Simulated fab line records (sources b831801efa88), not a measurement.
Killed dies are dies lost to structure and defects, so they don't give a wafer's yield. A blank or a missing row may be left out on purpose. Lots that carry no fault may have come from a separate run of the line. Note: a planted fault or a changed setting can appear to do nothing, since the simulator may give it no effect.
Struck lot and sound lot, side by side | flow sky130 | 16 steps out of a route of 708
Sound: these wafers, L849.1, L849.2, L849.6. Struck: wafer L862.5. (L862.4 of the same lot was not struck and is left out.) The cause comes at the end.
At each step with rows: each side's tool, then ch and its chambers, then its first start. Under that, the readings that differ: sound wafers | struck wafers | difference of the means | sigmas: that difference in standard deviations of wafers without a fault.
alike: readings with means less than 2 such deviations apart, plus words and numbers identical on both sides. not compared: withheld readings, readings lacking a value on some wafer, bounds such as >300 that could conceal the same value, and numbers that have no deviation in the record and whose values overlap.
A row with sigmas, a row that says differs or no value, or rows on one side alone: a step with any of these is where the two part. Numbers that don't overlap but have no deviation are shown without sigmas and don't part them. A reading missing from all wafers of one side parts the sides only when that side holds two or more wafers.

SKY_VT_ADJUST_HVTP_OVL_MEAS_08:
  sound on overlay-02, day 6 13:33; struck on overlay-02, day 10 02:04
  alike: VT_ADJUST_HVTP_OVL
following that, these wafers have no rows for 1 step: SKY_VT_ADJUST_HVTP_IMPLANT_09.
SKY_VT_ADJUST_HVTP_STRIP_10: strips in O2/N2.
  sound on plasmaAsher-04 ch 0,1, day 6 13:44; struck on plasmaAsher-03 ch 0, day 10 02:16
  alike: drypumpMotorCurrentA, o2FlowSccm, oesProductAu, stripTimeToEndpointS
  not compared: rfHoursCounterH
SKY_VT_ADJUST_HVTP_TW_MEAS_11:
  sound on filmMetro-03, day 6 13:50; struck on filmMetro-03, day 10 02:22
  alike: VT_ADJUST_HVTP_TW
then, 7 steps without rows for these wafers: SKY_VT_ADJUST_LVTN_DEHYDRATE_00 (time 60 s); SKY_VT_ADJUST_LVTN_HMDS_01 (prime time 60 s); SKY_VT_ADJUST_LVTN_COAT_02 (resist thk 3000 nm); SKY_VT_ADJUST_LVTN_SOFTBAKE_03; SKY_VT_ADJUST_LVTN_EXPOSE_04 (exposes mask NWM COMPLEMENT LESS NATIVE, target cd 840 nm); SKY_VT_ADJUST_LVTN_PEB_05; SKY_VT_ADJUST_LVTN_DEVELOP_06 (develop time 60 s).
SKY_VT_ADJUST_LVTN_OVL_MEAS_07:
  sound on overlay-01, day 7 08:45; struck on overlay-01, day 11 01:13
reading                 | sound         | struck | difference | sigmas
VT_ADJUST_LVTN_OVL (nm) | 0.1 -1.0 -0.6 | 2.3    | +2.8       | +3
SKY_VT_ADJUST_LVTN_IMPLANT_08:
  sound on implanter-02 ch 0, day 7 08:47; struck on implanter-02 ch 0, day 11 01:19
  alike: doseIonsCm2
SKY_VT_ADJUST_LVTN_STRIP_09: strips in O2/N2.
  sound on plasmaAsher-01 ch 0,1, day 7 08:56; struck on plasmaAsher-03 ch 1, day 11 01:25
reading                  | sound          | struck | difference | sigmas
drypumpMotorCurrentA (A) | 5.48 5.23 5.24 | 5.96   | +0.64      | +3
  alike: o2FlowSccm, oesProductAu, stripTimeToEndpointS
  not compared: rfHoursCounterH
SKY_VT_ADJUST_LVTN_TW_MEAS_10:
  sound on filmMetro-02, day 7 09:02; struck on filmMetro-02, day 11 01:44
reading           | sound             | struck | difference | sigmas
VT_ADJUST_LVTN_TW | 239.0 238.5 239.9 | 223.6  | -15.5      | -13
  not compared: hold
-- here the record skips 38 days between the struck wafers' starts before and after, leaving off in module VT_ADJUST_LVTN and picking up in module PAD_OPEN (first step shown: number 708 of the route) --
SKY_PAD_OPEN_PROBE_99:
  sound on prober-02, day 46 03:55; struck on prober-01, day 49 10:19
reading                               | sound                   | struck  | difference | sigmas
model.etest.nfet_01v8.driveUaUmRange  | 4.349 4.275 4.133       | 17.1    | +12.8      | 
model.etest.nfet_01v8_lvt.vtSatV (V)  | 0.5264 0.5305 0.5341    | 0.5397  | +0.0094    | 
model.etest.nfet_01v8_lvt.vtLongV (V) | 0.4455 0.4425 0.4433    | 0.436   | -0.008     | 
model.etest.nfet_01v8.vtVRange        | 0.01084 0.01236 0.01052 | 0.01549 | +0.00425   | 
  alike: killed_at_M0_to_M3, killed_at_M4_up, killedAtContacts, killedAtFrontEnd, killedAtOther, killedDies, killedOpen, killedShort
  not compared: model.etest.nfet_01v8_lvt.bodyRiseV

## WHERE THEY PART
Last at SKY_VT_ADJUST_LVTN_TW_MEAS_10 as far as this record goes, first at SKY_VT_ADJUST_LVTN_OVL_MEAS_07. Later steps at which nothing parts them and some readings are alike: SKY_PAD_OPEN_PROBE_99.

WHY: the cause the simulator had injected
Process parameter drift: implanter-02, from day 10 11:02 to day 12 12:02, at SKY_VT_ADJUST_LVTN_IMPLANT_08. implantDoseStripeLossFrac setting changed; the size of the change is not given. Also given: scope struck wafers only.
